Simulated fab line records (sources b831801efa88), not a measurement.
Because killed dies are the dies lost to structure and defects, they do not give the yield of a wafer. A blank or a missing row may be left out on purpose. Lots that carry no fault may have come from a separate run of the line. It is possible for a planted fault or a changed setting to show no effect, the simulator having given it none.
Struck lot and sound lot, side by side	flow sky130	28 out of 708 route steps
Sound: the wafers L314.1, L314.5, L314.6. Struck: wafer L322.5 (left out: L322.1, L322.2 of the same lot, which were not struck); the cause appears at the end.
Per side, at each step with rows, come the tool, then ch with its chambers, and then its first start. Under that, the readings that differ: sound wafers	struck wafers	difference of the means	sigmas: that difference in standard deviations of wafers without a fault.
alike: same words and numbers on both sides, and readings whose means sit less than 2 such deviations apart. not compared: any withheld reading, any reading some wafer has no value for, any bound like >300 that may hide the same value, and any number with overlapping values for which the record gives no deviation.
Wherever a step has rows on one side only, a row that says differs or no value, or a row with sigmas, the two part there. When numbers do not overlap yet have no deviation, they are printed without sigmas and do not part them. A reading that every wafer of one side lacks parts them only if that side has two wafers or more.

first, 6 steps without rows for these wafers: SKY_VIA4_ETCH_12 (etches SiO2 in C4F8/O2/Ar, stops on TiN, target depth 580 nm); SKY_VIA4_STRIP_13 (strips in O2/N2); SKY_VIA4_STRIP_14 (strips in post etch residue remover, time 1200 s); SKY_VIA4_CLEAN_15 (cleans in IPA, time 180 s); SKY_VIA4_CLEAN_16 (cleans in O3/DIW); SKY_VIA4_SPUTTER_17 (material TiN, target thk 20 nm, time 80 s).
SKY_VIA4_CVD_18: deposits W, target thk 505 nm, time 152.14 s.
  sound on cvd-w-02 ch 0,1, day 46 21:31; struck on cvd-w-02 ch 0, day 47 03:23
  alike: heater-power-w
  not compared: since-wet-clean-h
SKY_VIA4_RS_MEAS_19: measures by four-point-probe.
  struck on film-metro-02, day 47 03:32; sound on film-metro-02, day 46 21:40
  alike: VIA4_W_RS
SKY_VIA4_THK_MEAS_20: measures by xrf.
  struck on film-metro-02, day 47 03:40; sound on film-metro-02, day 46 21:47
  alike: VIA4_W_THK
SKY_VIA4_CMP_21: polishes, stops on SiO2, t overpolish 25 s, target thk 0 nm.
  sound on cmp-02 ch 0,1, day 46 21:53; struck on cmp-01 ch 2, day 47 03:46
reading	sound	struck	difference	sigmas
motor-current-A (A)	10.8 9.7 9.6	12.8	+2.8	+3
  alike: edge-zone-pressure-frac, overpolish-run-s, time-to-endpoint-s
SKY_METAL5_SPUTTER_00: material Ti, target thk 15 nm, time 10 s.
  struck on pvd-sputter-03, day 47 04:01; sound on pvd-sputter-03, day 46 22:08
  alike: throttle-valve-pct
SKY_METAL5_SPUTTER_01: material TiN, target thk 20 nm, time 16.7 s.
  struck on pvd-sputter-03, day 47 04:02; sound on pvd-sputter-03, day 46 22:10
  alike: throttle-valve-pct
SKY_METAL5_SPUTTER_02: material AlCu, target thk 1150 nm, time 61.2 s.
  struck on pvd-sputter-03, day 47 04:04; sound on pvd-sputter-03, day 46 22:11
reading	sound	struck	difference	sigmas
model.AlCu_of_METAL5_SPUTTER_02.thk-nm (nm)	1137 1114 1138	1112	-18	
  alike: throttle-valve-pct
SKY_METAL5_SPUTTER_03: material Ti, target thk 5 nm, time 3.3 s.
  struck on pvd-sputter-03, day 47 04:07; sound on pvd-sputter-03, day 46 22:14
  alike: throttle-valve-pct
then, 1 step without rows for these wafers: SKY_METAL5_SPUTTER_04 (material TiN, target thk 70 nm, time 58.3 s).
SKY_METAL5_RS_MEAS_05: measures by four-point-probe.
  struck on film-metro-03, day 47 04:11; sound on film-metro-03, day 46 22:19
  alike: METAL5_ALCU_RS
SKY_METAL5_THK_MEAS_06: measures by xrf.
  struck on film-metro-03, day 47 04:18; sound on film-metro-03, day 46 22:26
  alike: METAL5_ALCU_THK
then, 8 steps without rows for these wafers: SKY_METAL5_DEHYDRATE_07 (time 60 s); SKY_METAL5_HMDS_08 (prime time 60 s); SKY_METAL5_COAT_09 (resist thk 1800 nm); SKY_METAL5_SOFTBAKE_10 (time 60 s); SKY_METAL5_EXPOSE_11 (exposes mask MM5, target cd 1600 nm); SKY_METAL5_PEB_12; SKY_METAL5_DEVELOP_13 (develop time 60 s); SKY_METAL5_DESCUM_14 (chemistry O2, time 11 s).
SKY_METAL5_METAL_ETCH_15: etches the open film in Cl2/BCl3, stops on SiO2, target depth 1260 nm, time 252 s.
  sound on rie-metal-02 ch 0,1, day 47 18:12; struck on rie-metal-01 ch 1, day 47 23:05
reading	sound	struck	difference	sigmas
model.METAL5.feature-depth-nm (nm)	1266 1246 1269	1241	-19	
model.etch.depth-nm (nm)	1266 1246 1269	1241	-19	
  alike: drypump-motor-current-A, oes-product-au, throttle-valve-pct
  not compared: rf-hours-counter-h
then, 1 step without rows for these wafers: SKY_METAL5_STRIP_16 (strips in O2/N2).
SKY_PAD_OPEN_PROBE_99:
  struck on prober-02, day 49 19:24; sound on prober-01, day 49 13:52
reading	sound	struck	difference	sigmas
killed-at-front-end	19 14 15	3	-13	-3
model.etest.met5.rs-ohm-sq	0.02765 0.02771 0.02768	0.02801	+0.00033	
model.etest.met5.line-ohm-um	0.01738 0.01722 0.01738	0.0175	+0.0002	
  alike: defect-limited-yield, killed_at_M0_to_M3, killed_at_M4_up, killed-at-contacts, killed-at-other, killed-dies, killed-open, killed-short, sort_bin_3_pad_short, sort_bin_5_function, sort_bin_6_memory, sort-n-pass, sort-yield-pct

## WHERE THEY PART
Last at SKY_PAD_OPEN_PROBE_99 as far as this record goes, first at SKY_VIA4_CMP_21.

WHY: the cause the simulator had injected
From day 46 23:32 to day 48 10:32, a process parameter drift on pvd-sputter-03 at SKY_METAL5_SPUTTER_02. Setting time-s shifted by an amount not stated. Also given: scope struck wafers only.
